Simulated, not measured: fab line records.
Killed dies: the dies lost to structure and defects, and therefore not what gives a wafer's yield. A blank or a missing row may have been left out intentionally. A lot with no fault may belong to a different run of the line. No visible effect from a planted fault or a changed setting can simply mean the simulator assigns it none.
Which tool was responsible? + flow gf180mcu + 6 lots with 18 wafers sampled at 3 steps, on a route of 602 steps

## WHAT THE GAUGES SHOWED, per wafer
GF_MVSD_TW_MEAS_11.
| lot  | measured     | on            | MVSD_TW        |
|------|--------------|---------------|----------------|
| L880 | day 5 11:20  | film-metro-03 | 1572 1583 1567 |
| L885 | day 6 13:58  | film-metro-03 | 1669 1664 1666 |
| L888 | day 7 07:14  | film-metro-01 | 1574 1564 1575 |
| L892 | day 8 10:00  | film-metro-01 | 1570 1582 1578 |
| L896 | day 9 08:10  | film-metro-03 | 1570 1567 1568 |
| L899 | day 10 05:46 | film-metro-03 | 1579 1576 1580 |

## WHAT TOOL EACH LOT RAN ON (gives the tool, then ch and the chambers of the sampled wafers, and finally the start)
| lot  | GF_STI_CMP_25                | GF_MVSD_IMPLANT_08              |
|------|------------------------------|---------------------------------|
| L880 | cmp-01 ch 1,2,3, day 3 03:24 | implanter-04 ch 0, day 5 10:58  |
| L885 | cmp-01 ch 0,1,3, day 4 01:45 | implanter-04 ch 0, day 6 13:35  |
| L888 | cmp-01 ch 1,2,3, day 4 17:52 | implanter-01 ch 0, day 7 06:52  |
| L892 | cmp-02 ch 0,2, day 5 15:20   | implanter-02 ch 0, day 8 09:37  |
| L896 | cmp-02 ch 2,3, day 6 11:10   | implanter-01 ch 0, day 9 07:47  |
| L899 | cmp-01 ch 0,1,3, day 7 04:59 | implanter-02 ch 0, day 10 05:22 |
- GF_STI_CMP_25: polishes, stops on Si3N4, t overpolish 33 s, target thk 524.6 nm.
- GF_MVSD_IMPLANT_08

## THE ANSWER, worked out from the rows above alone
Rule: usual is defined by the lots themselves. The widest of any qualifying gaps counts: lots, ordered by their means at a reading, are off when they make up no more than a third of the lots, leave a main group of 4 or more, and stand apart from it by 3 or more times the standard deviation of that group's means. If all means in a main group match to the digits the tables above print for the reading, that group is not used. A lot without any number at a reading at which 4 lots or more have one is off too. All remaining lots with rows at the step are treated as sound.
Off: L885, seen at GF_MVSD_TW_MEAS_11 (MVSD_TW). For the main group the mean is 1574 and the standard deviation 3.6.
A tool fits if, at a process step before that reading, it ran every lot that is off, and no sound lot after the first of them. Gauges at GF_MVSD_TW_MEAS_11: tried the same way as those tools. One fits: GF_MVSD_IMPLANT_08 on implanter-04. A fault onset in the window from L880 (day 5 10:58, its last sound lot) to L885 (day 6 13:35, its first lot off) fits.

## WHAT HAD BEEN PUT IN BY THE SIMULATOR
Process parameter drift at GF_MVSD_IMPLANT_08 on implanter-04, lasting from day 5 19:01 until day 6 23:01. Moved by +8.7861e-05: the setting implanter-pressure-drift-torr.
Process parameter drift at GF_MVSD_IMPLANT_08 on implanter-04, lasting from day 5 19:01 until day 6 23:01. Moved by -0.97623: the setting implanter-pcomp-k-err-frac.
Shown lots that were struck: L885. The same result came from the rule above.
